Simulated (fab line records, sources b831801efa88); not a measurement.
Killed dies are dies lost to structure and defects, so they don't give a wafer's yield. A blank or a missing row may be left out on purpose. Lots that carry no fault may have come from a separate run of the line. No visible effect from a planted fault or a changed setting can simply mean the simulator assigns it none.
A single fault, viewed from 2 desks ; flow gf180mcu ; what lay behind the numbers comes last; until then each desk has only its own

THE TOOL OWNER'S DESK: implanter-03
For each lot that ran on this tool, the mean over its sampled wafers that have a number, from the tool's own readings at GF_HV_LDD_IMPLANT_09. Any lot whose mean is over 4 standard deviations away from the usual mean is out of limits and marked OUT; that distance is given in the brackets.
Columns: A = doseIonsCm2 at GF_HV_LDD_IMPLANT_09, usual 1e+14; B = faradayCurrentUA at GF_HV_LDD_IMPLANT_09, usual 563
lot;first seen here;A;B
L741;day 10 02:07;1e+14;557
L744;day 10 21:26;1e+14;561
L750;day 12 17:14;1e+14;566
L752;day 13 09:40;1e+14;558
L759;day 15 17:25;9e+13 (-99 or more) OUT;495 (-6.2) OUT
L761;day 16 07:47;9e+13 (-99 or more) OUT;484 (-7.2) OUT
This desk's verdict: out of limits on L759, L761, starting with L759 at day 15 17:25 (doseIonsCm2 at GF_HV_LDD_IMPLANT_09). Within limits: L741, L744, L750, L752.

AT THE METROLOGY DESK
Lot by lot, what the gauges showed, no matter which tool ran the lot: averages of those sampled wafers that carry a number. Any lot whose mean is over 4 standard deviations away from the usual mean is out of limits and marked OUT; that distance is given in the brackets.
Columns: A = HV_LDD_TW at GF_HV_LDD_TW_MEAS_11, usual 2429; B = HV_LDD_RS at GF_HV_LDD_RS_MEAS_53, usual 418.5 ohm/sq
lot;first seen here;A;B
L741;day 10 02:22;2463;418.0
L744;day 10 21:38;2464;419.1
L745;day 11 07:57;2411;417.7
L749;day 12 13:55;2401;417.2
L750;day 12 17:29;2432;418.9
L751;day 13 04:58;2446;418.3
L752;day 13 09:53;2438;419.7
L753;day 14 00:08;2447;419.1
L758;day 15 08:25;2411;418.8
L759;day 15 17:38;2349 (-4.0) OUT;446.0 (+25) OUT
L760;day 16 03:13;2430;417.0
L761;day 16 08:02;2326 (-5.2) OUT;447.2 (+26) OUT
Per this desk, out of limits: L759, L761; the first was L759, day 15 17:38 (HV_LDD_TW at GF_HV_LDD_TW_MEAS_11). Within limits: L741, L744, L745, L749, L750, L751, L752, L753, L758, L760.

ALL TOGETHER
At day 15 17:25, on L759, L761, the tool owner's desk was in a position to raise an alarm.
At day 15 17:38 the metrology desk could have sounded an alarm, on L759, L761.
All the named lots went through GF_HV_LDD_IMPLANT_09 on implanter-03.

WHAT HAD BEEN PUT IN BY THE SIMULATOR
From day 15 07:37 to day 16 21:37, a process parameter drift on implanter-03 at GF_HV_LDD_IMPLANT_09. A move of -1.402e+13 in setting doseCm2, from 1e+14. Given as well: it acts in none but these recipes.
Shown lots that were struck: L759, L761.
Delay (hours) between the fault's onset and each desk's first out-of-limits reading: 10 at the tool owner's desk, 10 at the metrology desk.
